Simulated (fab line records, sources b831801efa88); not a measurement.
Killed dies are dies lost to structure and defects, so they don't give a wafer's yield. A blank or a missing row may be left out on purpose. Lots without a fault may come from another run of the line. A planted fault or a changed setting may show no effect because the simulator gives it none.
Which tool did it? | flow sky130 | 10 lots, 30 wafers sampled, at 6 steps of a route of 708

WHAT THE GAUGES READ, wafer by wafer
SKY_METAL2_RS_MEAS_05: measures by four-point-probe.
lot  | measured     | on            | METAL2_ALCU_RS (ohm/sq)
L698 | day 34 15:31 | film_metro-03 | 0.1273 0.1244 0.1251
L701 | day 35 22:01 | film_metro-01 | 0.1253 0.1260 0.1257
L709 | day 37 20:35 | film_metro-01 | 0.1246 0.1241 0.1248 0.1246 0.1238 0.1250
L711 | day 38 11:12 | film_metro-03 | 0.1244 0.1234 0.1238 0.1246 0.1234 0.1237
L712 | day 39 22:14 | film_metro-03 | 0.1261 0.1280 0.1263
L714 | day 39 23:50 | film_metro-03 | 0.1252 0.1273 0.1260
L715 | day 40 02:43 | film_metro-01 | 0.1266 0.1252 0.1270
L716 | day 40 04:43 | film_metro-01 | 0.1239 0.1264 0.1239
L717 | day 40 09:22 | film_metro-02 | 0.1267 0.1256 0.1258
L719 | day 40 21:11 | film_metro-03 | 0.1241 0.1253 0.1261

SKY_METAL2_THK_MEAS_06: measures by xrf.
lot  | measured     | on            | METAL2_ALCU_THK (nm)
L698 | day 34 15:37 | film_metro-03 | 254 258 257
L701 | day 35 22:08 | film_metro-01 | 258 257 256
L709 | day 38 01:34 | film_metro-01 | 243 240 240 240 241 240
L711 | day 38 13:18 | film_metro-03 | 239 240 241 240 242 241
L712 | day 39 22:21 | film_metro-03 | 257 250 254
L714 | day 39 23:56 | film_metro-03 | 256 250 252
L715 | day 40 02:49 | film_metro-01 | 256 257 253
L716 | day 40 04:50 | film_metro-01 | 261 253 258
L717 | day 40 09:28 | film_metro-02 | 255 257 260
L719 | day 40 21:18 | film_metro-03 | 259 255 255

WHICH TOOL RAN EACH LOT (tool, then ch and the chambers of the sampled wafers, then the start)
lot  | SKY_VIA1_STRIP_16                    | SKY_VIA1_CMP_24               | SKY_METAL2_SPUTTER_01        | SKY_METAL2_SPUTTER_04
L698 | plasma_asher-02 ch 0,1, day 34 14:08 | cmp-01 ch 0,1,3, day 34 15:05 | pvd_sputter-01, day 34 15:22 | pvd_sputter-01, day 34 15:25
L701 | plasma_asher-04 ch 0,1, day 35 20:36 | cmp-01 ch 0,1,2, day 35 21:37 | pvd_sputter-02, day 35 21:53 | pvd_sputter-02, day 35 21:57
L709 | plasma_asher-02 ch 0,1, day 37 19:11 | cmp-01 ch 0,2,3, day 37 20:11 | pvd_sputter-02, day 37 20:28 | pvd_sputter-02, day 37 20:32
L711 | plasma_asher-01 ch 1, day 38 09:48   | cmp-02 ch 1,2, day 38 10:46   | pvd_sputter-02, day 38 11:05 | pvd_sputter-02, day 38 11:09
L712 | plasma_asher-04 ch 0,1, day 39 20:52 | cmp-02 ch 0,2,3, day 39 21:50 | pvd_sputter-03, day 39 22:07 | pvd_sputter-03, day 39 22:11
L714 | plasma_asher-02 ch 0,1, day 39 22:27 | cmp-02 ch 1,2,3, day 39 23:29 | pvd_sputter-01, day 39 23:40 | pvd_sputter-01, day 39 23:44
L715 | plasma_asher-02 ch 0,1, day 40 01:18 | cmp-01 ch 0,1, day 40 02:17   | pvd_sputter-03, day 40 02:33 | pvd_sputter-03, day 40 02:38
L716 | plasma_asher-02 ch 0,1, day 40 03:22 | cmp-01 ch 0,1,3, day 40 04:20 | pvd_sputter-01, day 40 04:37 | pvd_sputter-01, day 40 04:41
L717 | plasma_asher-01 ch 0,1, day 40 07:59 | cmp-02 ch 0,1, day 40 08:53   | pvd_sputter-01, day 40 09:13 | pvd_sputter-01, day 40 09:17
L719 | plasma_asher-02 ch 0,1, day 40 19:46 | cmp-01 ch 0,1,3, day 40 20:44 | pvd_sputter-03, day 40 21:03 | pvd_sputter-03, day 40 21:07
- SKY_VIA1_STRIP_16: strips in O2/N2.
- SKY_VIA1_CMP_24: polishes, stops on SiO2, t overpolish 15 s, target thk 0 nm.
- SKY_METAL2_SPUTTER_01: material TiN, target thk 20 nm, time 16.7 s.
- SKY_METAL2_SPUTTER_04: material TiN, target thk 70 nm, time 58.3 s.

WHAT THE TOOLS THEMSELVES READ (means of the sampled wafers that have a number; where no wafer has one, the mark that the record gives instead)
SKY_VIA1_STRIP_16.
lot  | tool            | drypump_motor_current_A (A) | n2_flow_sccm (sccm) | oes_product_au (a.u.) | strip_time_to_endpoint_s (s)
L698 | plasma_asher-02 | 5.5                         | 300.4               | 0.414                 | 4.424
L701 | plasma_asher-04 | 5.9                         | 300.0               | 0.414                 | 4.475
L709 | plasma_asher-02 | 5.9                         | 300.0               | 0.419                 | 4.461
L711 | plasma_asher-01 | 5.5                         | 301.1               | 0.417                 | 4.442
L712 | plasma_asher-04 | 5.9                         | 299.8               | 0.413                 | 4.450
L714 | plasma_asher-02 | 5.5                         | 300.0               | 0.416                 | 4.440
L715 | plasma_asher-02 | 5.5                         | 299.8               | 0.414                 | 4.433
L716 | plasma_asher-02 | 5.8                         | 299.0               | 0.417                 | 4.469
L717 | plasma_asher-01 | 5.4                         | 299.9               | 0.418                 | 4.470
L719 | plasma_asher-02 | 5.8                         | 298.9               | 0.417                 | 4.466

SKY_VIA1_CMP_24.
lot  | tool   | motor_current_A (A) | overpolish_run_s (s) | time_to_endpoint_s (s)
L698 | cmp-01 | 10.5                | 14.994               | 70
L701 | cmp-01 | 11.1                | 15.010               | 68
L709 | cmp-01 | 10.3                | 15.000               | 66
L711 | cmp-02 | 10.7                | 14.990               | 66
L712 | cmp-02 | 11.1                | 14.997               | 67
L714 | cmp-02 | 11.1                | 15.001               | 68
L715 | cmp-01 | 12.0                | 14.997               | 64
L716 | cmp-01 | 10.6                | 14.993               | 61
L717 | cmp-02 | 10.9                | 15.001               | 65
L719 | cmp-01 | 10.6                | 14.999               | 62

SKY_METAL2_SPUTTER_01.
lot  | tool           | throttle_valve_pct (%)
L698 | pvd_sputter-01 | 30.1
L701 | pvd_sputter-02 | 29.8
L709 | pvd_sputter-02 | 29.6
L711 | pvd_sputter-02 | 29.2
L712 | pvd_sputter-03 | 29.6
L714 | pvd_sputter-01 | 30.0
L715 | pvd_sputter-03 | 29.4
L716 | pvd_sputter-01 | 30.3
L717 | pvd_sputter-01 | 30.5
L719 | pvd_sputter-03 | 29.4

SKY_METAL2_SPUTTER_04.
lot  | tool           | throttle_valve_pct (%)
L698 | pvd_sputter-01 | 30.1
L701 | pvd_sputter-02 | 29.6
L709 | pvd_sputter-02 | 29.7
L711 | pvd_sputter-02 | 29.2
L712 | pvd_sputter-03 | 29.4
L714 | pvd_sputter-01 | 30.2
L715 | pvd_sputter-03 | 29.4
L716 | pvd_sputter-01 | 30.4
L717 | pvd_sputter-01 | 30.4
L719 | pvd_sputter-03 | 29.3

THE ANSWER, worked out from the rows above alone
Rule: what is usual is taken from the lots themselves. Put in order of their means at a reading, lots are off if they are a third of the lots or fewer, leave a main group of 4 or more, and stand apart from it by a gap of 3 or more times the standard deviation of the main group's means; of several such gaps the widest counts. A main group whose means are all the same, to the digits that the tables above print for the reading, isn't used. A lot without any number at a reading at which 4 lots or more have one is off too. The other lots that the step has rows for count as sound. The gauges are gone through in route order, then the tools' own readings, and for those a lot's mean is taken as printed above. The first step at which some lot is off is used, and at that step the reading that is off furthest; a lot without a number counts as furthest.
Off: L709, L711, at SKY_METAL2_THK_MEAS_06 (METAL2_ALCU_THK). The main group: mean 256 nm, standard deviation 1.6.
A tool fits if, at a process step before that reading, it ran every lot that is off, and no sound lot after the first of them. The gauges at SKY_METAL2_THK_MEAS_06 are tried like those tools. One fits: pvd_sputter-02 at SKY_METAL2_SPUTTER_01 and SKY_METAL2_SPUTTER_04. At SKY_METAL2_SPUTTER_01 its last sound lot is L701 (day 35 21:53), its first lot that is off L709 (day 37 20:28): a fault that began between those two fits.

WHAT THE SIMULATOR HAD PUT IN
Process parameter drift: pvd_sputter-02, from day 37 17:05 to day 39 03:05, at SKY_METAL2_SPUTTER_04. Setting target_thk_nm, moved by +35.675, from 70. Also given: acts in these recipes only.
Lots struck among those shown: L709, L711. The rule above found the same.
